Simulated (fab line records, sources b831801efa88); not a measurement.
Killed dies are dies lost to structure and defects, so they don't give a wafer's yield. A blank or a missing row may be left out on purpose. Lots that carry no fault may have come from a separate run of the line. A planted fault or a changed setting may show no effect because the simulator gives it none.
Matching of chambers :: flow sky130 :: rie diel-02 running SKY_VIA3_ETCH_14: 4 sister chambers
The step etches BARC in N2/H2, stops on SiO2, time 45.9 s, target depth 60 nm. 8 wafers are shown with their chamber, then 11 later ones without.

== EACH WAFER AND ITS CHAMBER ==
wafer: L080.1
chamber: 3
drypump motor current A (A): 6.7
throttle valve pct (%): 13.246

wafer: L085.1
chamber: 1
drypump motor current A (A): 5.2
throttle valve pct (%): 13.229

wafer: L087.1
chamber: 1
drypump motor current A (A): 5.2
throttle valve pct (%): 13.211

wafer: L087.3
chamber: 3
drypump motor current A (A): 6.7
throttle valve pct (%): 13.243

wafer: L087.4
chamber: 2
drypump motor current A (A): 6.5
throttle valve pct (%): 13.214

wafer: L088.4
chamber: 2
drypump motor current A (A): 6.5
throttle valve pct (%): 13.223

wafer: L088.6
chamber: 0
drypump motor current A (A): 6.7
throttle valve pct (%): 13.224

wafer: L091.1
chamber: 0
drypump motor current A (A): 6.6
throttle valve pct (%): 13.222

== WAFERS WITHOUT THEIR CHAMBER ==
wafer: L091.3
drypump motor current A (A): 6.7
throttle valve pct (%): 13.213

wafer: L091.6
drypump motor current A (A): 6.8
throttle valve pct (%): 13.231

wafer: L094.2
drypump motor current A (A): 6.5
throttle valve pct (%): 13.225

wafer: L094.3
drypump motor current A (A): 6.8
throttle valve pct (%): 13.233

wafer: L094.4
drypump motor current A (A): 6.7
throttle valve pct (%): 13.230

wafer: L092.2
drypump motor current A (A): 6.5
throttle valve pct (%): 13.219

wafer: L092.4
drypump motor current A (A): 6.7
throttle valve pct (%): 13.228

wafer: L092.6
drypump motor current A (A): 6.7
throttle valve pct (%): 13.224

wafer: L097.2
drypump motor current A (A): 5.2
throttle valve pct (%): 13.232

wafer: L097.3
drypump motor current A (A): 6.7
throttle valve pct (%): 13.236

wafer: L097.5
drypump motor current A (A): 6.7
throttle valve pct (%): 13.227

== WHICH CHAMBER EACH ONE RAN IN ==
wafer: L091.3
from the rows above: 0
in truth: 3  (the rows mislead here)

wafer: L091.6
from the rows above: can't be placed: 3 or 0
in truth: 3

wafer: L094.2
from the rows above: 2
in truth: 2

wafer: L094.3
from the rows above: can't be placed: 3 or 0
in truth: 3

wafer: L094.4
from the rows above: can't be placed: 0 or 3
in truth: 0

wafer: L092.2
from the rows above: 2
in truth: 2

wafer: L092.4
from the rows above: can't be placed: 0 or 3
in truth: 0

wafer: L092.6
from the rows above: can't be placed: 0 or 3
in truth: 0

wafer: L097.2
from the rows above: 1
in truth: 1

wafer: L097.3
from the rows above: can't be placed: 3 or 0
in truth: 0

wafer: L097.5
from the rows above: can't be placed: 0 or 3
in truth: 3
Correct placement for 3 of the 11. From these rows, 7 cannot be placed; in 7 the true chamber is one of the candidates. Wrongly placed: 1.
How it was worked out, from the rows above alone: a wafer's distance from a chamber is the root of the sum, over the readings, of the square of ((its reading less the chamber's mean) divided by the reading's scatter). If the next closest chamber is less than 2 further off than the closest, the wafer can't be placed; otherwise it belongs to the closest. The mean given for a chamber averages the wafers shown for that chamber. How the scatter is found: for the shown wafers, subtract from each reading the mean of its chamber, square and add these, divide the total by (wafers less chambers), then take the root.
